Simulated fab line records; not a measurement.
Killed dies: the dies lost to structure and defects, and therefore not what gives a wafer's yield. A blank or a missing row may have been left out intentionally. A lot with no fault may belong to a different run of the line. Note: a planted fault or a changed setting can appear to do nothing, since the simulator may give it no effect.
fab line records -- flow sky130 -- part 1 of 2: steps 1 to 28 of 36
[record] lots = 5, wafers = 15, lastDay = 49
route steps=708 shown METAL3@533 CAPM@537
lots that met no fault: from a run of the same line without faults
startH: hours from the record's opening day to when the first of the lot's shown wafers began -- waitH: hours since the lot's step before -- " same as the row above -- L1.1+2: a single row standing in for several wafers -- - either no value or no given start -- * or withheld: withheld -- < > ~ a bound
route shown NAME@n: a module of which the file shows steps, and the number in the route of the first -- usual: average and standard deviation across the fault-free wafers -- same: alike in all rows -- chamber/n: place in a boat -- sites: readings site by site -- _std_site: their standard deviation -- _edge_site: mean of outer sites minus mean of inner sites -- radiusMm: how far each site lies from the wafer's centre -- mask NAME#n: copy n -- behind: the most recent tool/chamber to have shaped the wafer -- hold: the reason the lot was held/the length of the hold in hours/how it ended -- device: which transistor (n, p or np) failed to switch -- end of line: tests of these same wafers at the route's end -- a step without rows: its recipe alone -- killed: not the wafer's yield, but the dies lost to structure and defects at the first sort -- map: the dies of a wafer, with x for killed, . for not killed, _ for no die there
set.NAME: the run value of the setting; set.NAME@STEP: its run value at that earlier step -- model.NAME: the simulator's own value behind a step, which no gauge read
a table for each step, a row for each wafer; lots at some steps of the route
services: from which hour (startH, from the record's first day; less than 0 if before it) a tool's chamber was out of use, for how many hours, and why
[[steps]]
[step SKY_METAL3_SPUTTER_01]
[recipe] material = TiN, targetThkNm = 20, powerW = 6500, timeS = 16.7, chamberPressurePa = 0.4
[usual] throttleValvePct = 29.8/0.92
lot.wafer,tool,chamber,startH,waitH,throttleValvePct
L077.1,pvdSputter-02,-,869.74,0.0,30.0
L077.4,pvdSputter-02,-,869.74,0.0,29.4
L077.6,pvdSputter-02,-,869.74,0.0,29.2
L081.3,pvdSputter-04,-,918.31,0.0,30.2
L081.4,pvdSputter-04,-,918.31,0.0,28.0
L081.5,pvdSputter-04,-,918.31,0.0,31.3
L084.1,pvdSputter-02,-,941.19,0.0,29.6
L084.3,pvdSputter-02,-,941.19,0.0,28.6
L084.4,pvdSputter-02,-,941.19,0.0,29.6
L091.2,pvdSputter-02,-,982.06,0.0,29.4
L091.5,pvdSputter-02,-,982.06,0.0,29.1
L091.6,pvdSputter-02,-,982.06,0.0,29.4
L092.1,pvdSputter-04,-,995.30,0.0,30.3
L092.2,pvdSputter-04,-,995.30,0.0,31.1
L092.6,pvdSputter-04,-,995.30,0.0,31.0
[step SKY_METAL3_SPUTTER_02]
[recipe] material = AlCu, targetThkNm = 735, powerW = 10600, timeS = 39.1, chamberPressurePa = 0.4
[usual] throttleValvePct = 29.8/0.88
lot.wafer,tool,chamber,startH,waitH,throttleValvePct
L077.1,pvdSputter-02,-,869.76,0.0,29.8
L077.4,pvdSputter-02,-,869.76,0.0,29.1
L077.6,pvdSputter-02,-,869.76,0.0,29.3
L081.3,pvdSputter-04,-,918.34,0.0,30.0
L081.4,pvdSputter-04,-,918.34,0.0,28.1
L081.5,pvdSputter-04,-,918.34,0.0,31.0
L084.1,pvdSputter-02,-,941.22,0.0,29.6
L084.3,pvdSputter-02,-,941.22,0.0,28.9
L084.4,pvdSputter-02,-,941.22,0.0,29.4
L091.2,pvdSputter-02,-,982.08,0.0,29.4
L091.5,pvdSputter-02,-,982.08,0.0,28.5
L091.6,pvdSputter-02,-,982.08,0.0,29.1
L092.1,pvdSputter-04,-,995.32,0.0,30.2
L092.2,pvdSputter-04,-,995.32,0.0,31.0
L092.6,pvdSputter-04,-,995.32,0.0,30.8
[step SKY_METAL3_SPUTTER_03]
[recipe] material = Ti, targetThkNm = 5, powerW = 3000, timeS = 3.3, chamberPressurePa = 0.4
[usual] throttleValvePct = 29.8/0.91
lot.wafer,tool,chamber,startH,waitH,throttleValvePct
L077.1,pvdSputter-02,-,869.80,0.0,29.8
L077.4,pvdSputter-02,-,869.80,0.0,29.1
L077.6,pvdSputter-02,-,869.80,0.0,29.4
L081.3,pvdSputter-04,-,918.38,0.0,30.1
L081.4,pvdSputter-04,-,918.38,0.0,28.0
L081.5,pvdSputter-04,-,918.38,0.0,31.0
L084.1,pvdSputter-02,-,941.26,0.0,29.7
L084.3,pvdSputter-02,-,941.26,0.0,28.6
L084.4,pvdSputter-02,-,941.26,0.0,29.4
L091.2,pvdSputter-02,-,982.12,0.0,29.3
L091.5,pvdSputter-02,-,982.12,0.0,28.5
L091.6,pvdSputter-02,-,982.12,0.0,29.3
L092.1,pvdSputter-04,-,995.36,0.0,30.1
L092.2,pvdSputter-04,-,995.36,0.0,31.1
L092.6,pvdSputter-04,-,995.36,0.0,31.1
[step SKY_METAL3_SPUTTER_04]
[recipe] material = TiN, targetThkNm = 70, powerW = 6500, timeS = 58.3, chamberPressurePa = 0.4
[usual] throttleValvePct = 29.7/0.9
lot.wafer,tool,chamber,startH,waitH,throttleValvePct
L077.1,pvdSputter-02,-,869.82,0.0,29.9
L077.4,pvdSputter-02,-,869.82,0.0,29.3
L077.6,pvdSputter-02,-,869.82,0.0,29.2
L081.3,pvdSputter-04,-,918.40,0.0,30.1
L081.4,pvdSputter-04,-,918.40,0.0,28.1
L081.5,pvdSputter-04,-,918.40,0.0,31.0
L084.1,pvdSputter-02,-,941.27,0.0,29.7
L084.3,pvdSputter-02,-,941.27,0.0,28.9
L084.4,pvdSputter-02,-,941.27,0.0,29.3
L091.2,pvdSputter-02,-,982.14,0.0,29.3
L091.5,pvdSputter-02,-,982.14,0.0,28.8
L091.6,pvdSputter-02,-,982.14,0.0,29.2
L092.1,pvdSputter-04,-,995.38,0.0,30.1
L092.2,pvdSputter-04,-,995.38,0.0,31.2
L092.6,pvdSputter-04,-,995.38,0.0,31.1
[step SKY_CAPM_CVD_00]
[recipe] material = SiO2, targetThkNm = 15.5, tempC = 400, timeS = withheld, rfW = 450
[usual] heaterPowerW = 714/170, rfFwdPowerW = 441.5/2.3
lot.wafer,tool,chamber,startH,waitH,heaterPowerW,rfFwdPowerW
L077.1,pecvd-03,1,869.87,0.0,853,440.0
L077.4,pecvd-03,2,869.87,0.0,713,439.8
L077.6,pecvd-03,1,869.87,0.0,843,441.6
L081.3,pecvd-03,0,918.45,0.0,678,439.0
L081.4,pecvd-03,2,918.45,0.0,700,437.8
L081.5,pecvd-03,0,918.45,0.0,710,440.2
L084.1,pecvd-03,0,941.32,0.0,710,436.6
L084.3,pecvd-03,2,941.32,0.0,593,438.9
L084.4,pecvd-03,0,941.32,0.0,704,436.5
L091.2,pecvd-01,1,982.19,0.0,441,444.5
L091.5,pecvd-01,2,982.19,0.0,924,444.2
L091.6,pecvd-01,0,982.19,0.0,836,441.5
L092.1,pecvd-01,0,995.43,0.0,851,442.8
L092.2,pecvd-01,1,995.43,0.0,461,444.7
L092.6,pecvd-01,0,995.43,0.0,848,441.8
[step SKY_CAPM_THK_MEAS_01]
[recipe] reads = SiO2_of_CAPM_CVD_00
[usual] CAPM_CVD_00_THK = 15.45/0.22
lot.wafer,tool,chamber,startH,waitH,CAPM_CVD_00_THK[nm]
L077.1,filmMetro-04,-,869.89,-,15.24
L077.4,filmMetro-04,-,869.89,-,15.56
L077.6,filmMetro-04,-,869.89,-,15.50
L081.3,filmMetro-04,-,918.49,-,15.61
L081.4,filmMetro-04,-,918.49,-,15.79
L081.5,filmMetro-04,-,918.49,-,15.64
L084.1,filmMetro-02,-,941.36,-,15.42
L084.3,filmMetro-02,-,941.36,-,15.79
L084.4,filmMetro-02,-,941.36,-,15.81
L091.2,filmMetro-03,-,982.22,-,14.85
L091.5,filmMetro-03,-,982.22,-,15.38
L091.6,filmMetro-03,-,982.22,-,15.27
L092.1,filmMetro-03,-,995.45,-,15.14
L092.2,filmMetro-03,-,995.45,-,15.17
L092.6,filmMetro-03,-,995.45,-,15.41
[step SKY_CAPM_SPUTTER_02]
[recipe] material = TiN, targetThkNm = 200, tempC = 300, powerW = 6500, timeS = 166.7, chamberPressurePa = 0.4
[usual] throttleValvePct = 29.7/0.8
lot.wafer,tool,chamber,startH,waitH,throttleValvePct
L077.1,pvdSputter-04,-,869.95,0.1,28.3
L077.4,pvdSputter-04,-,869.95,0.1,30.0
L077.6,pvdSputter-04,-,869.95,0.1,30.9
L081.3,pvdSputter-03,-,918.53,0.0,29.1
L081.4,pvdSputter-03,-,918.53,0.0,30.5
L081.5,pvdSputter-03,-,918.53,0.0,29.6
L084.1,pvdSputter-04,-,941.42,0.1,28.4
L084.3,pvdSputter-04,-,941.42,0.1,30.2
L084.4,pvdSputter-04,-,941.42,0.1,31.0
L091.2,pvdSputter-04,-,982.27,0.0,31.0
L091.5,pvdSputter-04,-,982.27,0.0,30.9
L091.6,pvdSputter-04,-,982.27,0.0,28.4
L092.1,pvdSputter-03,-,995.51,0.1,29.1
L092.2,pvdSputter-03,-,995.51,0.1,29.2
L092.6,pvdSputter-03,-,995.51,0.1,30.0
[step SKY_CAPM_RS_MEAS_03]
[recipe] thkMeasGauge = four-point-probe, reads = TiN_of_CAPM_SPUTTER_02
[usual] CAPM_TIN_RS = 6.95/0.082
lot.wafer,tool,chamber,startH,waitH,CAPM_TIN_RS[ohm/sq]
L077.1,filmMetro-02,-,870.06,0.1,6.98
L077.4,filmMetro-02,-,870.06,0.1,6.87
L077.6,filmMetro-02,-,870.06,0.1,6.97
L081.3,filmMetro-03,-,918.68,0.1,6.90
L081.4,filmMetro-03,-,918.68,0.1,6.95
L081.5,filmMetro-03,-,918.68,0.1,6.97
L084.1,filmMetro-04,-,941.52,0.1,6.97
L084.3,filmMetro-04,-,941.52,0.1,6.97
L084.4,filmMetro-04,-,941.52,0.1,6.94
L091.2,filmMetro-03,-,982.40,0.1,6.97
L091.5,filmMetro-03,-,982.40,0.1,6.98
L091.6,filmMetro-03,-,982.40,0.1,7.13
L092.1,filmMetro-04,-,995.62,0.1,6.99
L092.2,filmMetro-04,-,995.62,0.1,7.07
L092.6,filmMetro-04,-,995.62,0.1,7.02
[step SKY_CAPM_THK_MEAS_04]
[recipe] thkMeasGauge = xrf, reads = TiN_of_CAPM_SPUTTER_02
[usual] CAPM_TIN_THK = 195.4/2.3
lot.wafer,tool,chamber,startH,waitH,CAPM_TIN_THK[nm]
L077.1,filmMetro-02,-,870.18,0.1,194.5
L077.4,filmMetro-02,-,870.18,0.1,196.8
L077.6,filmMetro-02,-,870.18,0.1,195.5
L081.3,filmMetro-03,-,918.78,0.1,196.5
L081.4,filmMetro-03,-,918.78,0.1,195.7
L081.5,filmMetro-03,-,918.78,0.1,194.6
L084.1,filmMetro-04,-,941.64,0.1,195.1
L084.3,filmMetro-04,-,941.64,0.1,194.5
L084.4,filmMetro-04,-,941.64,0.1,195.6
L091.2,filmMetro-03,-,982.51,0.1,195.0
L091.5,filmMetro-03,-,982.51,0.1,194.7
L091.6,filmMetro-03,-,982.51,0.1,190.3
L092.1,filmMetro-04,-,995.74,0.1,192.6
L092.2,filmMetro-04,-,995.74,0.1,190.9
L092.6,filmMetro-04,-,995.74,0.1,192.6
[step SKY_CAPM_DEHYDRATE_05]
[recipe] tempC = 200, timeS = 60
[usual] heaterPowerTotalW = 160.37/0.13
lot.wafer,tool,chamber,startH,waitH,heaterPowerTotalW
L077.1,lithoTrack-04,0,882.43,12.2,160.53
L077.4,lithoTrack-04,0,882.43,12.2,160.57
L077.6,lithoTrack-04,0,882.43,12.2,160.31
L081.3,lithoTrack-02,0,929.49,10.7,160.36
L081.4,lithoTrack-02,0,929.49,10.7,160.38
L081.5,lithoTrack-02,0,929.49,10.7,160.30
L084.1,lithoTrack-04,0,952.38,10.7,160.33
L084.3,lithoTrack-04,0,952.38,10.7,160.34
L084.4,lithoTrack-04,0,952.38,10.7,160.33
L091.2,lithoTrack-02,0,993.72,11.2,160.50
L091.5,lithoTrack-02,0,993.72,11.2,160.41
L091.6,lithoTrack-02,0,993.72,11.2,160.22
L092.1,lithoTrack-01,0,1006.51,10.8,160.45
L092.2,lithoTrack-01,0,1006.51,10.8,160.52
L092.6,lithoTrack-01,0,1006.51,10.8,160.30
[step SKY_CAPM_HMDS_06]
[recipe] primeTimeS = 60, primeTempC = 120
lot.wafer,tool,chamber,startH,waitH
L077.1+4+6,lithoTrack-04,0,882.58,0.1
L081.3+4+5,lithoTrack-02,0,929.64,0.1
L084.1+3+4,lithoTrack-04,0,952.53,0.1
L091.2+5+6,lithoTrack-02,0,993.87,0.1
L092.1+2+6,lithoTrack-01,0,1006.66,0.1
[step SKY_CAPM_COAT_07]
[recipe] resist = NOVOLAK, spinRpm = 3000, resistThkNm = 1140
[usual] dispensePressureKPa = 51/6.6
lot.wafer,tool,chamber,startH,waitH,dispensePressureKPa
L077.1,lithoTrack-04,0,882.73,0.1,54
L077.4,lithoTrack-04,0,882.73,0.1,54
L077.6,lithoTrack-04,0,882.73,0.1,54
L081.3,lithoTrack-02,0,929.79,0.1,56
L081.4,lithoTrack-02,0,929.79,0.1,56
L081.5,lithoTrack-02,0,929.79,0.1,56
L084.1,lithoTrack-04,0,952.68,0.1,54
L084.3,lithoTrack-04,0,952.68,0.1,54
L084.4,lithoTrack-04,0,952.68,0.1,54
L091.2,lithoTrack-02,0,994.02,0.1,56
L091.5,lithoTrack-02,0,994.02,0.1,56
L091.6,lithoTrack-02,0,994.02,0.1,56
L092.1,lithoTrack-01,0,1006.81,0.1,40
L092.2,lithoTrack-01,0,1006.81,0.1,40
L092.6,lithoTrack-01,0,1006.81,0.1,40
[step SKY_CAPM_SOFTBAKE_08]
[recipe] tempC = 90.72, timeS = 60, resist = NOVOLAK
[usual] heaterPowerTotalW = 57.23/0.05
lot.wafer,tool,chamber,startH,waitH,heaterPowerTotalW
L077.1,lithoTrack-04,0,882.88,0.1,57.25
L077.4,lithoTrack-04,0,882.88,0.1,57.24
L077.6,lithoTrack-04,0,882.88,0.1,57.19
L081.3,lithoTrack-02,0,929.94,0.1,57.27
L081.4,lithoTrack-02,0,929.94,0.1,57.30
L081.5,lithoTrack-02,0,929.94,0.1,57.17
L084.1,lithoTrack-04,0,952.83,0.1,57.22
L084.3,lithoTrack-04,0,952.83,0.1,57.17
L084.4,lithoTrack-04,0,952.83,0.1,57.18
L091.2,lithoTrack-02,0,994.17,0.1,57.19
L091.5,lithoTrack-02,0,994.17,0.1,57.21
L091.6,lithoTrack-02,0,994.17,0.1,57.11
L092.1,lithoTrack-01,0,1006.96,0.1,57.28
L092.2,lithoTrack-01,0,1006.96,0.1,57.27
L092.6,lithoTrack-01,0,1006.96,0.1,57.24
[step SKY_CAPM_EXPOSE_09]
[recipe] maskId = CAPM, na = 0.6, sourceShape = conventional, sigmaOuter = 0.6, polarization = unpolarized, targetCdNm = 1000, doseMj = 159
[usual] focusOffsetNm = 0.0/0.54
lot.wafer,tool,chamber,startH,waitH,mask,focusOffsetNm
L077.1,ilineStepper-02,0,-,-,CAPM#0,-0.3
L077.4,ilineStepper-02,0,-,-,CAPM#0,-0.4
L077.6,ilineStepper-02,0,-,-,CAPM#0,0.3
L081.3,ilineStepper-02,0,-,-,CAPM#0,-0.1
L081.4,ilineStepper-02,0,-,-,CAPM#0,0.7
L081.5,ilineStepper-02,0,-,-,CAPM#0,0.0
L084.1,ilineStepper-02,0,-,-,CAPM#0,0.4
L084.3,ilineStepper-02,0,-,-,CAPM#0,0.3
L084.4,ilineStepper-02,0,-,-,CAPM#0,0.5
L091.2,ilineStepper-02,0,-,-,CAPM#0,0.0
L091.5,ilineStepper-02,0,-,-,CAPM#0,-0.4
L091.6,ilineStepper-02,0,-,-,CAPM#0,0.3
L092.1,ilineStepper-02,0,-,-,CAPM#0,0.7
L092.2,ilineStepper-02,0,-,-,CAPM#0,0.0
L092.6,ilineStepper-02,0,-,-,CAPM#0,-0.4
[step SKY_CAPM_PEB_10]
[recipe] tempC = withheld, timeS = *, resist = NOVOLAK
lot.wafer,tool,chamber,startH,waitH
L077.1+4+6,lithoTrack-04,0,-,-
L081.3+4+5,lithoTrack-01,0,-,-
L084.1+3+4,lithoTrack-02,0,-,-
L091.2+5+6,lithoTrack-04,0,-,-
L092.1+2+6,lithoTrack-02,0,-,-
[step SKY_CAPM_DEVELOP_11]
[recipe] resist = NOVOLAK, developer = TMAH, developTimeS = 60, devTempC = 23
lot.wafer,tool,chamber,startH,waitH
L077.1+4+6,lithoTrack-04,0,895.13,0.1
L081.3+4+5,lithoTrack-01,0,942.21,0.1
L084.1+3+4,lithoTrack-02,0,965.14,0.1
L091.2+5+6,lithoTrack-04,0,1004.95,0.1
L092.1+2+6,lithoTrack-02,0,1018.04,0.1
[step SKY_CAPM_OVL_MEAS_12]
[usual] CAPM_OVL = -0.4/1.2
lot.wafer,tool,chamber,startH,waitH,CAPM_OVL[nm]
L077.1,overlay-01,-,895.28,0.1,-0.5
L077.4,overlay-01,-,895.28,0.1,0.8
L077.6,overlay-01,-,895.28,0.1,1.3
L081.3,overlay-02,-,942.32,0.1,1.3
L081.4,overlay-02,-,942.32,0.1,0.3
L081.5,overlay-02,-,942.32,0.1,1.1
L084.1,overlay-02,-,965.29,0.1,-0.4
L084.3,overlay-02,-,965.29,0.1,1.7
L084.4,overlay-02,-,965.29,0.1,0.7
L091.2,overlay-01,-,1005.08,0.1,1.1
L091.5,overlay-01,-,1005.08,0.1,1.6
L091.6,overlay-01,-,1005.08,0.1,2.0
L092.1,overlay-01,-,1018.19,0.1,0.3
L092.2,overlay-01,-,1018.19,0.1,-0.5
L092.6,overlay-01,-,1018.19,0.1,-0.3
[step SKY_CAPM_METAL_ETCH_13]
[recipe] targetDepthNm = 220, stopOn = SiO2, chemistry = Cl2/BCl3, target = TiN, pressureMtorr = 10, icpW = 900, biasW = 48.5, Cl2_flow_sccm = 60, bcl3FlowSccm = 30, timeS = 62.9
[usual] drypumpMotorCurrentA = 5.7/0.42, oesProductAu = 0.938/0.008, rfFwdPowerW = 893/3.3, throttleValvePct = 21.903/0.0096
lot.wafer,tool,chamber,startH,waitH,drypumpMotorCurrentA,oesProductAu,rfFwdPowerW,rfHoursCounterH,throttleValvePct
L077.1,rieMetal-03,1,895.31,0.0,5.5,0.928,883,8,21.907
L077.4,rieMetal-03,1,895.31,0.0,5.5,0.939,881,-,21.895
L077.6,rieMetal-03,1,895.31,0.0,5.5,0.940,885,-,21.896
L081.3,rieMetal-03,0,942.37,0.0,5.7,0.945,890,-,21.884
L081.4,rieMetal-03,1,942.37,0.0,5.5,0.942,891,-,21.912
L081.5,rieMetal-03,1,942.37,0.0,5.5,0.937,889,-,21.901
L084.1,rieMetal-04,0,965.33,0.0,5.0,0.944,889,1,21.898
L084.3,rieMetal-04,1,965.33,0.0,6.1,0.937,897,-,21.902
L084.4,rieMetal-04,0,965.33,0.0,4.9,0.933,895,-,21.894
L091.2,rieMetal-03,1,1005.11,0.0,5.5,0.936,890,14,21.910
L091.5,rieMetal-03,0,1005.11,0.0,5.8,0.930,897,-,21.899
L091.6,rieMetal-03,1,1005.11,0.0,5.5,0.917,889,-,21.903
L092.1,rieMetal-03,0,1018.23,0.0,5.8,0.946,892,12,21.900
L092.2,rieMetal-03,1,1018.23,0.0,5.5,0.925,890,15,21.907
L092.6,rieMetal-03,0,1018.23,0.0,5.8,0.930,894,-,21.912
[step SKY_CAPM_STRIP_14]
[recipe] chemistry = O2/N2, powerW = 1400, pressureMtorr = 1500, platenTempC = withheld, o2FlowSccm = 3000, n2FlowSccm = 300, overashFraction = 0.5
[usual] drypumpMotorCurrentA = 5.6/0.46, oesProductAu = 0.710/0.0049, stripTimeToEndpointS = 12.62/0.045
lot.wafer,tool,chamber,startH,waitH,drypumpMotorCurrentA,oesProductAu,rfHoursCounterH,stripTimeToEndpointS
L077.1,plasmaAsher-04,0,895.39,0.1,5.9,0.699,110,12.61
L077.4,plasmaAsher-04,1,895.39,0.1,5.0,0.712,-,12.61
L077.6,plasmaAsher-04,0,895.39,0.1,5.9,0.718,-,12.59
L081.3,plasmaAsher-04,1,942.46,0.1,5.0,0.718,-,12.64
L081.4,plasmaAsher-04,0,942.46,0.1,5.9,0.718,-,12.63
L081.5,plasmaAsher-04,1,942.46,0.1,5.0,0.708,-,12.58
L084.1,plasmaAsher-04,0,965.41,0.1,5.9,0.707,117,12.55
L084.3,plasmaAsher-04,1,965.41,0.1,4.9,0.711,-,12.65
L084.4,plasmaAsher-04,0,965.41,0.1,5.9,0.703,-,12.58
L091.2,plasmaAsher-01,0,1005.19,0.1,6.4,0.705,27,12.73
L091.5,plasmaAsher-01,0,1005.19,0.1,6.4,0.706,-,12.71
L091.6,plasmaAsher-01,1,1005.19,0.1,5.0,0.718,-,12.75
L092.1,plasmaAsher-01,1,1018.31,0.1,5.0,0.708,28,12.67
L092.2,plasmaAsher-01,0,1018.31,0.1,6.4,0.708,28,12.69
L092.6,plasmaAsher-01,0,1018.31,0.1,6.4,0.717,-,12.67
[step SKY_CAPM_STRIP_15]
[recipe] chemistry = postEtchResidueRemover, timeS = 1200, tempC = 72.5
lot.wafer,tool,chamber,startH,waitH
L077.1+4+6,wetBench-02,1,895.49,0.1
L081.3+4+5,wetBench-02,1,942.57,0.1
L084.1+3+4,wetBench-01,3,965.51,0.1
L091.2+5+6,wetBench-02,1,1005.29,0.1
L092.1+2+6,wetBench-01,2,1018.41,0.1
[step SKY_CAPM_CLEAN_16]
[recipe] chemistry = IPA, timeS = 180, tempC = 25
lot.wafer,tool,chamber,startH,waitH
L077.1+4+6,wetBench-01,3,895.83,0.0
L081.3+4+5,wetBench-03,1,942.91,0.0
L084.1+3+4,wetBench-02,3,965.85,0.0
L091.2+5+6,wetBench-03,2,1005.63,0.0
L092.1+2+6,wetBench-02,3,1018.75,0.0
[step SKY_CAPM_CLEAN_17]
[recipe] chemistry = O3/DIW, dry = n2Spin
lot.wafer,tool,chamber,startH,waitH
L077.1+4+6,wetBench-02,3,895.89,0.0
L081.3+4+5,wetBench-02,3,943.03,0.0
L084.1+3+4,wetBench-03,2,965.91,0.0
L091.2+5+6,wetBench-02,3,1005.70,0.0
L092.1+2+6,wetBench-01,3,1018.81,0.0
[step SKY_METAL3_DEHYDRATE_05]
[recipe] tempC = 200, timeS = 60
[usual] heaterPowerTotalW = 160.39/0.13
lot.wafer,tool,chamber,startH,waitH,heaterPowerTotalW
L077.1,lithoTrack-03,0,908.18,12.2,160.56
L077.4,lithoTrack-03,0,908.18,12.2,160.21
L077.6,lithoTrack-03,0,908.18,12.2,160.36
L081.3,lithoTrack-01,0,954.06,10.9,160.23
L081.4,lithoTrack-01,0,954.06,10.9,160.26
L081.5,lithoTrack-01,0,954.06,10.9,160.65
L084.1,lithoTrack-04,0,976.88,10.9,160.17
L084.3,lithoTrack-04,0,976.88,10.9,160.33
L084.4,lithoTrack-04,0,976.88,10.9,160.43
L091.2,lithoTrack-01,0,1016.73,10.9,160.24
L091.5,lithoTrack-01,0,1016.73,10.9,160.63
L091.6,lithoTrack-01,0,1016.73,10.9,160.41
L092.1,lithoTrack-01,0,1029.41,10.5,160.35
L092.2,lithoTrack-01,0,1029.41,10.5,160.39
L092.6,lithoTrack-01,0,1029.41,10.5,160.57
[step SKY_METAL3_HMDS_06]
[recipe] primeTimeS = 60, primeTempC = 120
lot.wafer,tool,chamber,startH,waitH
L077.1+4+6,lithoTrack-03,0,908.33,0.1
L081.3+4+5,lithoTrack-01,0,954.21,0.1
L084.1+3+4,lithoTrack-04,0,977.03,0.1
L091.2+5+6,lithoTrack-01,0,1016.88,0.1
L092.1+2+6,lithoTrack-01,0,1029.56,0.1
[step SKY_METAL3_COAT_07]
[recipe] resist = BARC, tempC = withheld, timeS = withheld, spinRpm = 3000, resistThkNm = 60
[usual] dispensePressureKPa = 49/7.4
lot.wafer,tool,chamber,startH,waitH,dispensePressureKPa
L077.1,lithoTrack-03,0,908.48,0.1,56
L077.4,lithoTrack-03,0,908.48,0.1,56
L077.6,lithoTrack-03,0,908.48,0.1,56
L081.3,lithoTrack-01,0,954.36,0.1,40
L081.4,lithoTrack-01,0,954.36,0.1,40
L081.5,lithoTrack-01,0,954.36,0.1,40
L084.1,lithoTrack-04,0,977.18,0.1,54
L084.3,lithoTrack-04,0,977.18,0.1,54
L084.4,lithoTrack-04,0,977.18,0.1,54
L091.2,lithoTrack-01,0,1017.03,0.1,40
L091.5,lithoTrack-01,0,1017.03,0.1,40
L091.6,lithoTrack-01,0,1017.03,0.1,40
L092.1,lithoTrack-01,0,1029.71,0.1,40
L092.2,lithoTrack-01,0,1029.71,0.1,40
L092.6,lithoTrack-01,0,1029.71,0.1,40
[step SKY_METAL3_COAT_08]
[recipe] resist = KrF-thick, spinRpm = 3000, resistThkNm = 1140
[usual] dispensePressureKPa = 49/7.4
lot.wafer,tool,chamber,startH,waitH,dispensePressureKPa
L077.1,lithoTrack-03,0,-,-,56
L077.4,lithoTrack-03,0,-,-,56
L077.6,lithoTrack-03,0,-,-,56
L081.3,lithoTrack-01,0,-,-,40
L081.4,lithoTrack-01,0,-,-,40
L081.5,lithoTrack-01,0,-,-,40
L084.1,lithoTrack-04,0,-,-,54
L084.3,lithoTrack-04,0,-,-,54
L084.4,lithoTrack-04,0,-,-,54
L091.2,lithoTrack-01,0,-,-,40
L091.5,lithoTrack-01,0,-,-,40
L091.6,lithoTrack-01,0,-,-,40
L092.1,lithoTrack-01,0,-,-,40
L092.2,lithoTrack-01,0,-,-,40
L092.6,lithoTrack-01,0,-,-,40
[step SKY_METAL3_SOFTBAKE_09]
[recipe] tempC = 100, timeS = 90, resist = KrF-thick
[usual] heaterPowerTotalW = 57.35/0.11
lot.wafer,tool,chamber,startH,waitH,heaterPowerTotalW
L077.1,lithoTrack-03,0,-,-,57.37
L077.4,lithoTrack-03,0,-,-,57.26
L077.6,lithoTrack-03,0,-,-,57.54
L081.3,lithoTrack-01,0,-,-,57.31
L081.4,lithoTrack-01,0,-,-,57.58
L081.5,lithoTrack-01,0,-,-,57.43
L084.1,lithoTrack-04,0,-,-,57.10
L084.3,lithoTrack-04,0,-,-,57.40
L084.4,lithoTrack-04,0,-,-,57.31
L091.2,lithoTrack-01,0,-,-,57.36
L091.5,lithoTrack-01,0,-,-,57.25
L091.6,lithoTrack-01,0,-,-,57.37
L092.1,lithoTrack-01,0,-,-,57.55
L092.2,lithoTrack-01,0,-,-,57.32
L092.6,lithoTrack-01,0,-,-,57.41
[step SKY_METAL3_EXPOSE_10]
[recipe] maskId = MM3, na = 0.68, sourceShape = annular, sigmaInner = 0.4, sigmaOuter = 0.8, targetCdNm = 300, doseMj = 28
[usual] focusOffsetNm = 0.0/0.56
lot.wafer,tool,chamber,startH,waitH,mask,focusOffsetNm
L077.1,krfScanner-01,0,-,-,MM3#0,-0.6
L077.4,krfScanner-01,0,-,-,MM3#0,-0.8
L077.6,krfScanner-01,0,-,-,MM3#0,-0.7
L081.3,krfScanner-02,0,-,-,MM3#0,-0.9
L081.4,krfScanner-02,0,-,-,MM3#0,0.2
L081.5,krfScanner-02,0,-,-,MM3#0,-0.1
L084.1,krfScanner-01,0,-,-,MM3#0,-0.2
L084.3,krfScanner-01,0,-,-,MM3#0,-0.8
L084.4,krfScanner-01,0,-,-,MM3#0,-0.6
L091.2,krfScanner-02,0,-,-,MM3#0,0.0
L091.5,krfScanner-02,0,-,-,MM3#0,-0.6
L091.6,krfScanner-02,0,-,-,MM3#0,0.8
L092.1,krfScanner-02,0,-,-,MM3#0,-0.2
L092.2,krfScanner-02,0,-,-,MM3#0,-0.2
L092.6,krfScanner-02,0,-,-,MM3#0,1.0
